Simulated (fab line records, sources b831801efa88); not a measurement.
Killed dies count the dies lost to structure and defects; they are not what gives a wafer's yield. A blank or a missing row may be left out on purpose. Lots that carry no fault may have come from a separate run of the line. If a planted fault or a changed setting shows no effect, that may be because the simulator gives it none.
Which tool was responsible? | flow gf180mcu | 15 lots, 45 wafers sampled, at 5 steps of a route of 602

## WHAT THE GAUGES READ, wafer by wafer
GF_STI_BOW_MEAS_00.
lot  | measured    | on            | INCOMING_BOW (um)
L469 | day 1 20:00 | film_metro-02 | 4 -6 -1
L470 | day 2 01:04 | film_metro-01 | 6 7 4
L471 | day 2 06:02 | film_metro-02 | 10 7 11
L472 | day 2 11:00 | film_metro-04 | 4 -14 4
L474 | day 2 21:00 | film_metro-02 | 7 -8 -2
L475 | day 3 02:02 | film_metro-02 | -2 2 4
L476 | day 3 07:01 | film_metro-04 | -7 5 7
L478 | day 3 17:04 | film_metro-02 | 10 -1 -5
L480 | day 4 03:01 | film_metro-04 | -5 -10 -5
L482 | day 4 13:02 | film_metro-04 | 12 -1 1
L484 | day 4 23:00 | film_metro-02 | 11 13 -11
L485 | day 5 04:00 | film_metro-04 | 3 -2 -4
L486 | day 5 09:04 | film_metro-04 | 2 -5 -10
L488 | day 5 19:01 | film_metro-04 | 4 0 -5
L489 | day 6 00:01 | film_metro-01 | 2 9 -4

GF_STI_THK_MEAS_02.
lot  | measured    | on            | STI_OXIDATION_THK (nm)
L469 | day 1 21:31 | film_metro-01 | 10.11 10.09 9.97
L470 | day 2 02:32 | film_metro-04 | 9.76 9.89 9.89
L471 | day 2 07:32 | film_metro-04 | 9.83 9.81 9.81
L472 | day 2 14:33 | film_metro-04 | 9.90 10.08 9.76
L474 | day 2 22:44 | film_metro-04 | 9.60 9.66 9.82
L475 | day 3 03:32 | film_metro-04 | 10.10 10.08 9.94
L476 | day 3 09:03 | film_metro-02 | 9.54 9.78 9.61
L478 | day 3 19:27 | film_metro-04 | 10.14 9.95 10.18
L480 | day 4 09:04 | film_metro-02 | 10.34 10.41 10.24
L482 | day 4 16:50 | film_metro-01 | 9.66 9.84 9.80
L484 | day 5 02:06 | film_metro-04 | 10.11 10.07 10.15
L485 | day 5 06:27 | film_metro-02 | 9.88 9.89 9.92
L486 | day 5 11:28 | film_metro-02 | 10.04 10.09 10.19
L488 | day 5 21:04 | film_metro-01 | 10.29 10.20 10.26
L489 | day 6 01:31 | film_metro-04 | 9.94 10.00 9.85

GF_MVPSD_OVL_MEAS_07.
lot  | measured     | on         | MVPSD_OVL (nm)
L469 | day 5 13:39  | overlay-01 | 0.1 0.4 0.1
L470 | day 5 16:07  | overlay-02 | 1.4 2.5 2.5
L471 | day 5 20:22  | overlay-02 | 1.7 1.7 1.6
L472 | day 6 06:00  | overlay-02 | -0.5 -3.5 -2.9
L478 | day 7 22:28  | overlay-01 | 0.7 -0.4 -2.7
L480 | day 8 11:01  | overlay-02 | 1.3 0.9 -0.1
L482 | day 8 23:34  | overlay-01 | 1.0 2.4 0.3
L484 | day 9 07:41  | overlay-02 | 1.0 -3.1 0.9
L485 | day 9 10:27  | overlay-02 | 0.7 -0.7 -2.4
L486 | day 9 18:18  | overlay-02 | 2.1 0.9 0.3
L488 | day 10 10:04 | overlay-02 | 0.1 -0.9 -0.4
L489 | day 10 12:01 | overlay-02 | -1.5 -0.8 -1.4

## EACH LOT AND THE TOOL THAT RAN IT (in order: tool; ch and the chambers of the sampled wafers; start)
lot  | GF_STI_ETCH_14                  | GF_STI_STRIP_15
L469 | rie_si-02 ch 0,2,3, day 2 12:37 | plasma_asher-02 ch 0,1, day 2 12:41
L470 | rie_si-02 ch 0,1,2, day 2 16:44 | plasma_asher-02 ch 0,1, day 2 16:50
L471 | rie_si-02 ch 0,1,3, day 2 21:49 | plasma_asher-02 ch 0,1, day 2 21:55
L472 | rie_si-01 ch 2,3, day 3 05:00   | plasma_asher-03 ch 0,1, day 3 05:05
L474 | rie_si-01 ch 0,1, day 3 14:21   | plasma_asher-03 ch 0,1, day 3 14:25
L475 | rie_si-01 ch 1,2,3, day 3 18:48 | plasma_asher-01 ch 0,1, day 3 18:55
L476 | rie_si-02 ch 2,3, day 4 00:36   | plasma_asher-02 ch 0,1, day 4 00:43
L478 | rie_si-01 ch 1,2,3, day 4 10:08 | plasma_asher-03 ch 0,1, day 4 10:13
L480 | rie_si-01 ch 2,3, day 4 23:27   | plasma_asher-02 ch 0,1, day 4 23:31
L482 | rie_si-01 ch 1,2,3, day 5 09:24 | plasma_asher-03 ch 0,1, day 5 09:31
L484 | rie_si-01 ch 1,3, day 5 17:33   | plasma_asher-02 ch 0,1, day 5 17:37
L485 | rie_si-01 ch 2,3, day 5 22:35   | plasma_asher-02 ch 0,1, day 5 22:40
L486 | rie_si-01 ch 0,2,3, day 6 04:50 | plasma_asher-01 ch 0,1, day 6 04:57
L488 | rie_si-01 ch 0,1, day 6 16:41   | plasma_asher-03 ch 0,1, day 6 16:46
L489 | rie_si-01 ch 0,2,3, day 6 18:38 | plasma_asher-02 ch 0, day 6 18:42
- GF_STI_ETCH_14: etches Si in HBr/Cl2/O2, target depth 360 nm, time 102.9 s.
- GF_STI_STRIP_15: strips in O2/N2.

## WHAT THE TOOLS THEMSELVES READ (means of the sampled wafers that have a number; where no wafer has one, the mark that the record gives instead)
GF_STI_ETCH_14.
lot  | tool      | HBr_flow_sccm (sccm) | O2_flow_sccm (sccm) | drypump_motor_current_A (A) | oes_product_au (a.u.) | throttle_valve_pct (%)
L469 | rie_si-02 | 150.1                | 6.004               | 5.2                         | 0.991                 | 25.663
L470 | rie_si-02 | 150.1                | 5.993               | 5.3                         | 0.998                 | 25.655
L471 | rie_si-02 | 150.2                | 5.997               | 5.3                         | 1.002                 | 25.657
L472 | rie_si-01 | 150.3                | 5.993               | 5.8                         | 0.998                 | 25.662
L474 | rie_si-01 | -                    | -                   | -                           | -                     | -
L475 | rie_si-01 | -                    | -                   | -                           | -                     | -
L476 | rie_si-02 | -                    | -                   | -                           | -                     | -
L478 | rie_si-01 | 150.0                | 5.998               | 6.1                         | 1.009                 | 25.654
L480 | rie_si-01 | 149.5                | 6.001               | 5.8                         | 1.010                 | 25.656
L482 | rie_si-01 | 150.1                | 6.019               | 6.1                         | 0.994                 | 25.656
L484 | rie_si-01 | 150.1                | 6.012               | 6.1                         | 1.006                 | 25.653
L485 | rie_si-01 | 149.7                | 5.996               | 5.8                         | 1.004                 | 25.650
L486 | rie_si-01 | 150.0                | 5.986               | 5.7                         | 1.000                 | 25.645
L488 | rie_si-01 | 149.8                | 5.998               | 5.8                         | 0.995                 | 25.663
L489 | rie_si-01 | 149.4                | 6.011               | 5.7                         | 1.004                 | 25.648

GF_STI_STRIP_15.
lot  | tool            | drypump_motor_current_A (A) | heater_power_w (W) | oes_product_au (a.u.) | strip_time_to_endpoint_s (s)
L469 | plasma_asher-02 | 6.2                         | 304                | 0.389                 | 3.76
L470 | plasma_asher-02 | 6.2                         | 308                | 0.380                 | 3.78
L471 | plasma_asher-02 | 6.0                         | 309                | 0.385                 | 3.74
L472 | plasma_asher-03 | 6.5                         | 342                | 0.383                 | 3.73
L474 | plasma_asher-03 | 6.1                         | 324                | 0.430                 | 4.96
L475 | plasma_asher-01 | 5.6                         | 330                | 0.438                 | 4.96
L476 | plasma_asher-02 | 6.2                         | 304                | 0.434                 | 4.90
L478 | plasma_asher-03 | 6.5                         | 336                | 0.379                 | 3.74
L480 | plasma_asher-02 | 5.9                         | 306                | 0.384                 | 3.73
L482 | plasma_asher-03 | 6.5                         | 335                | 0.383                 | 3.74
L484 | plasma_asher-02 | 6.0                         | 311                | 0.381                 | 3.70
L485 | plasma_asher-02 | 6.0                         | 305                | 0.381                 | 3.75
L486 | plasma_asher-01 | 5.4                         | 336                | 0.383                 | 3.73
L488 | plasma_asher-03 | 6.5                         | 339                | 0.387                 | 3.75
L489 | plasma_asher-02 | 5.7                         | 315                | 0.386                 | 3.76

## THE ANSWER, worked out from the rows above alone
Rule: the lots themselves supply what counts as usual. The widest of any qualifying gaps counts: lots, ordered by their means at a reading, are off when they make up no more than a third of the lots, leave a main group of 4 or more, and stand apart from it by 3 or more times the standard deviation of that group's means. The tables above print the reading to a certain number of digits; a main group whose means all agree to those digits is not used. Also off: a lot with no number at a reading for which 4 or more lots have one. Where the step has rows for the other lots, those lots are counted as sound. The gauges are gone through in route order, then the tools' own readings, and for those a lot's mean is taken as printed above. At the first step where some lot is off, the reading lying furthest off is the one used; lots without a number count as furthest.
Off: L474, L475, L476, at GF_STI_ETCH_14 (HBr_flow_sccm). Without a number there: L474, L475, L476. The main group: mean 149.9 sccm, standard deviation 0.27.
If a tool, at that step or one of the process steps before it, ran each lot that is off and ran no sound lot following the first of them, it fits. Of those tried, none fits.

## WHAT THE SIMULATOR HAD INSERTED
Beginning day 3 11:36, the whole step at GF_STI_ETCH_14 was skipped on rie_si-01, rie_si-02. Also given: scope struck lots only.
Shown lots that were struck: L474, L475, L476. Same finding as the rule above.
